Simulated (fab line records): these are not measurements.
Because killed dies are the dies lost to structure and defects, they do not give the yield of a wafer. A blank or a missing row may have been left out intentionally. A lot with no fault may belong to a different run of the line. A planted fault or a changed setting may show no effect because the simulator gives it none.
Which tool did it? | flow gf180mcu | 12 lots, 36 wafers sampled, at 6 steps of a route of 602

WHAT THE GAUGES READ, wafer by wafer
GF_M4_CD_MEAS_14: the cd target is 280 nm. Usual: 280.0 nm for cd_nm, sd 1.2.
lot  | measured     | on        | cd_nm (nm)        | flag
L445 | day 23 23:42 | cd_sem-01 | 279.0 280.1 279.9 |
L446 | day 24 11:29 | cd_sem-01 | 280.4 281.2 279.0 |
L447 | day 24 13:56 | cd_sem-02 | 280.6 280.4 280.8 |
L451 | day 26 02:31 | cd_sem-02 | 269.2 268.6 269.1 | OFF
L453 | day 26 09:46 | cd_sem-02 | 270.2 270.1 270.0 | OFF
L460 | day 28 20:02 | cd_sem-02 | 279.5 281.1 280.1 |
L461 | day 28 22:47 | cd_sem-01 | 280.3 280.8 280.0 |
L462 | day 29 02:44 | cd_sem-01 | 279.7 279.2 280.0 |
L463 | day 29 10:26 | cd_sem-01 | 280.4 278.6 279.3 |
L464 | day 29 19:54 | cd_sem-01 | 279.6 280.7 278.7 |
L466 | day 30 03:55 | cd_sem-02 | 280.6 280.2 280.6 |
L467 | day 30 08:05 | cd_sem-01 | 278.3 278.2 279.5 |

GF_V4_THK_MEAS_01. Usual: V4_CVD_00_THK typically reads 602 nm, with standard deviation 4.9.
lot  | measured     | on            | V4_CVD_00_THK (nm) | flag
L445 | day 24 00:34 | film_metro-02 | 602 604 604        |
L446 | day 24 12:22 | film_metro-01 | 601 600 598        |
L447 | day 24 14:48 | film_metro-02 | 604 601 605        |
L451 | day 26 03:23 | film_metro-04 | 599 600 606        |
L453 | day 26 10:40 | film_metro-04 | 601 600 598        |
L460 | day 28 21:01 | film_metro-04 | 609 601 608        |
L461 | day 28 23:40 | film_metro-02 | 608 601 602        |
L462 | day 29 03:40 | film_metro-04 | 599 597 585        |
L463 | day 29 11:17 | film_metro-01 | 603 599 604        |
L464 | day 29 20:46 | film_metro-02 | 602 606 600        |
L466 | day 30 04:49 | film_metro-04 | 597 603 603        |
L467 | day 30 08:58 | film_metro-04 | 593 594 600        |

TOOL THAT RAN EACH LOT (tool first, then ch and the chambers of the sampled wafers, then the start)
lot  | GF_M4_SPUTTER_03             | GF_M4_SPUTTER_04             | GF_M4_COAT_09                     | GF_M4_STRIP_17
L445 | pvd_sputter-02, day 23 01:19 | pvd_sputter-02, day 23 01:20 | litho_track-04 ch 0, day 23 12:25 | plasma_asher-04 ch 0,1, day 23 23:57
L446 | pvd_sputter-03, day 23 13:40 | pvd_sputter-03, day 23 13:41 | litho_track-02 ch 0, day 24 00:17 | plasma_asher-04 ch 0,1, day 24 11:46
L447 | pvd_sputter-03, day 23 15:52 | pvd_sputter-03, day 23 15:53 | litho_track-04 ch 0, day 24 03:11 | plasma_asher-03 ch 0,1, day 24 14:12
L451 | pvd_sputter-02, day 25 06:05 | pvd_sputter-02, day 25 06:06 | litho_track-04 ch 0, day 25 15:26 | plasma_asher-01 ch 0,1, day 26 02:47
L453 | pvd_sputter-03, day 25 12:44 | pvd_sputter-03, day 25 12:46 | litho_track-04 ch 0, day 25 23:11 | plasma_asher-03 ch 0,1, day 26 10:02
L460 | pvd_sputter-03, day 28 00:59 | pvd_sputter-03, day 28 01:00 | litho_track-02 ch 0, day 28 10:17 | plasma_asher-01 ch 0,1, day 28 20:19
L461 | pvd_sputter-04, day 28 03:36 | pvd_sputter-04, day 28 03:37 | litho_track-02 ch 0, day 28 12:47 | plasma_asher-04 ch 0,1, day 28 23:02
L462 | pvd_sputter-02, day 28 07:36 | pvd_sputter-02, day 28 07:37 | litho_track-04 ch 0, day 28 16:44 | plasma_asher-03 ch 0,1, day 29 02:59
L463 | pvd_sputter-02, day 28 15:37 | pvd_sputter-02, day 28 15:38 | litho_track-04 ch 0, day 29 00:59 | plasma_asher-01 ch 0,1, day 29 10:41
L464 | pvd_sputter-03, day 29 00:46 | pvd_sputter-03, day 29 00:47 | litho_track-04 ch 0, day 29 09:46 | plasma_asher-01 ch 0,1, day 29 20:09
L466 | pvd_sputter-04, day 29 08:54 | pvd_sputter-04, day 29 08:56 | litho_track-01 ch 0, day 29 18:22 | plasma_asher-03 ch 0,1, day 30 04:11
L467 | pvd_sputter-04, day 29 13:26 | pvd_sputter-04, day 29 13:27 | litho_track-04 ch 0, day 29 22:47 | plasma_asher-04 ch 0,1, day 30 08:20
- GF_M4_SPUTTER_03: material Ti, target thk 10 nm, time 6.7 s.
- GF_M4_SPUTTER_04: material TiN, target thk 50 nm, time 41.7 s.
- GF_M4_COAT_09: resist thk 1000 nm.
- GF_M4_STRIP_17: strips in O2/N2.

WHAT THE TOOLS THEMSELVES READ (means of the sampled wafers that have a number; where no wafer has one, the mark that the record gives instead)
GF_M4_SPUTTER_03. Usual: 29.2 % for throttle_valve_pct, sd 0.75.
lot  | tool           | throttle_valve_pct (%) | flag
L445 | pvd_sputter-02 | 28.5                   |
L446 | pvd_sputter-03 | 29.1                   |
L447 | pvd_sputter-03 | 30.0                   |
L451 | pvd_sputter-02 | 29.1                   |
L453 | pvd_sputter-03 | 29.1                   |
L460 | pvd_sputter-03 | 29.5                   |
L461 | pvd_sputter-04 | 29.9                   |
L462 | pvd_sputter-02 | 29.6                   |
L463 | pvd_sputter-02 | 29.1                   |
L464 | pvd_sputter-03 | 29.1                   |
L466 | pvd_sputter-04 | 29.8                   |
L467 | pvd_sputter-04 | 29.2                   |

GF_M4_SPUTTER_04. Usual: 29.2 % for throttle_valve_pct, sd 0.77.
lot  | tool           | throttle_valve_pct (%) | flag
L445 | pvd_sputter-02 | 28.5                   |
L446 | pvd_sputter-03 | 28.9                   |
L447 | pvd_sputter-03 | 30.0                   |
L451 | pvd_sputter-02 | 29.2                   |
L453 | pvd_sputter-03 | 28.9                   |
L460 | pvd_sputter-03 | 29.3                   |
L461 | pvd_sputter-04 | 29.7                   |
L462 | pvd_sputter-02 | 29.7                   |
L463 | pvd_sputter-02 | 29.0                   |
L464 | pvd_sputter-03 | 29.0                   |
L466 | pvd_sputter-04 | 29.9                   |
L467 | pvd_sputter-04 | 29.1                   |

GF_M4_STRIP_17. Usual: drypump_motor_current_A 5.7 A, standard deviation 0.5; heater_power_w 325 W, standard deviation 37; oes_product_au 0.556 a.u., standard deviation 0.005; strip_time_to_endpoint_s 7.86 s, standard deviation 0.036.
lot  | tool            | drypump_motor_current_A (A) | heater_power_w (W) | oes_product_au (a.u.) | strip_time_to_endpoint_s (s) | flag
L445 | plasma_asher-04 | 5.7                         | 282                | 0.557                 | 7.85                         |
L446 | plasma_asher-04 | 5.4                         | 284                | 0.554                 | 7.81                         |
L447 | plasma_asher-03 | 5.9                         | 372                | 0.556                 | 7.89                         |
L451 | plasma_asher-01 | 5.6                         | 325                | 0.471                 | 5.64                         | OFF
L453 | plasma_asher-03 | 5.9                         | 369                | 0.465                 | 5.68                         | OFF
L460 | plasma_asher-01 | 6.1                         | 326                | 0.559                 | 7.88                         |
L461 | plasma_asher-04 | 5.6                         | 285                | 0.554                 | 7.84                         |
L462 | plasma_asher-03 | 5.9                         | 376                | 0.556                 | 7.88                         |
L463 | plasma_asher-01 | 6.1                         | 327                | 0.556                 | 7.82                         |
L464 | plasma_asher-01 | 6.1                         | 329                | 0.555                 | 7.87                         |
L466 | plasma_asher-03 | 5.9                         | 377                | 0.561                 | 7.91                         |
L467 | plasma_asher-04 | 5.4                         | 280                | 0.559                 | 7.86                         |

THE ANSWER, worked out from the rows above alone
Rule: a lot counts as off when the mean over its wafers that have a number is more than 3 standard deviations away from the usual mean. A lot without any number at a reading at which 4 lots or more have one is off too. Where the step has rows for the other lots, those lots are counted as sound. After the gauges, taken in route order, come the tools' own readings; for these a lot's mean is taken, as printed above. The first step at which some lot is off is used, and at that step the reading that is off furthest; a lot without a number counts as furthest.
Off: L451, L453 (GF_M4_CD_MEAS_14, cd_nm).
A tool fits if, at a process step before that reading, it ran every lot that is off, and no sound lot after the first of them. The gauges at GF_M4_CD_MEAS_14 aren't tried: what is off there is off at GF_M4_STRIP_17 too, on other tools, and a gauge's error can't cause that. No candidate that was tried fits.

WHAT WAS PUT IN BY THE SIMULATOR
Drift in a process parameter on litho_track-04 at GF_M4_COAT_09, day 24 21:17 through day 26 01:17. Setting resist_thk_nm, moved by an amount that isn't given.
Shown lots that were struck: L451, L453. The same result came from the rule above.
